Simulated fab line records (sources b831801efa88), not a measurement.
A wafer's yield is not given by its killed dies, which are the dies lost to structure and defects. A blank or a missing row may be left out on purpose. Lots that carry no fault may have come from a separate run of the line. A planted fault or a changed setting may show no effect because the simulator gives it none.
Matching of chambers	flow sky130	SKY_VIA1_CMP_24 on cmp-02: 4 sister chambers
The step polishes, stops on SiO2, t overpolish 15 s, target thk 0 nm. 18 wafers are shown with their chamber, then 9 later ones without.

WAFERS PAIRED WITH THEIR CHAMBERS
wafer	chamber	motorCurrentA (A)	timeToEndpointS (s)	overpolishRunS (s)
L839.1	2	9.6	68.0	14.986
L839.3	3	11.0	64.3	14.994
L839.6	3	11.8	63.4	14.993
L843.2	0	12.5	64.1	14.993
L843.5	0	12.2	63.5	15.001
L843.6	3	10.7	61.5	15.007
L844.1	0	12.3	66.9	15.002
L844.2	3	11.2	65.6	14.992
L844.4	2	9.2	67.4	14.991
L846.1	2	10.1	68.7	14.994
L846.3	1	12.7	71.7	14.998
L846.6	0	12.0	67.0	15.001
L847.2	2	9.3	61.9	14.992
L847.5	3	11.3	67.6	14.999
L847.6	0	11.9	60.6	15.004
L849.2	3	11.3	64.7	15.010
L849.4	0	12.1	64.9	15.010
L849.5	1	11.7	68.5	15.000

SIGNATURES (averages over the wafers above)
reading	chamber 0	chamber 1	chamber 2	chamber 3	scatter within a chamber
motorCurrentA	12.167	12.200	9.550	11.217	0.368
timeToEndpointS	64.500	70.100	66.500	64.517	2.45
overpolishRunS	15.00183	14.99900	14.99075	14.99917	0.00587
Rule: for a wafer and a chamber, the distance is found by dividing, reading by reading, the gap between the wafer's reading and the chamber's mean by the reading's scatter, squaring, summing and taking the root. If the next closest chamber is less than 2 further off than the closest, the wafer can't be placed; otherwise it belongs to the closest. The scatter is the square root of a quotient: the sum, over the shown wafers, of each reading's squared deviation from its chamber's mean, divided by wafers minus chambers.

WAFERS WITH NO CHAMBER GIVEN
wafer	motorCurrentA (A)	timeToEndpointS (s)	overpolishRunS (s)
L851.1	12.3	64.6	14.994
L851.2	11.2	65.9	14.987
L851.6	12.4	68.8	14.995
L856.1	9.4	67.5	15.009
L856.2	12.6	66.3	14.999
L856.6	12.7	67.4	15.007
L861.1	11.2	69.5	15.006
L861.3	12.5	65.8	14.990
L861.6	11.4	63.8	15.000

WHICH CHAMBER EACH ONE RAN IN
wafer	from the rows above	in truth
L851.1	can't be placed: 0 or 1 or 3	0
L851.2	can't be placed: 3 or 0 or 1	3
L851.6	can't be placed: 1 or 0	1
L856.1	2	2
L856.2	can't be placed: 0 or 1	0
L856.6	can't be placed: 0 or 1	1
L861.1	can't be placed: 3 or 1 or 0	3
L861.3	can't be placed: 0 or 1 or 3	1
L861.6	can't be placed: 3 or 0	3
Correctly placed: 1 of 9. These rows do not allow placing 8 (true chamber among the candidates in 8). Placed wrongly: 0.
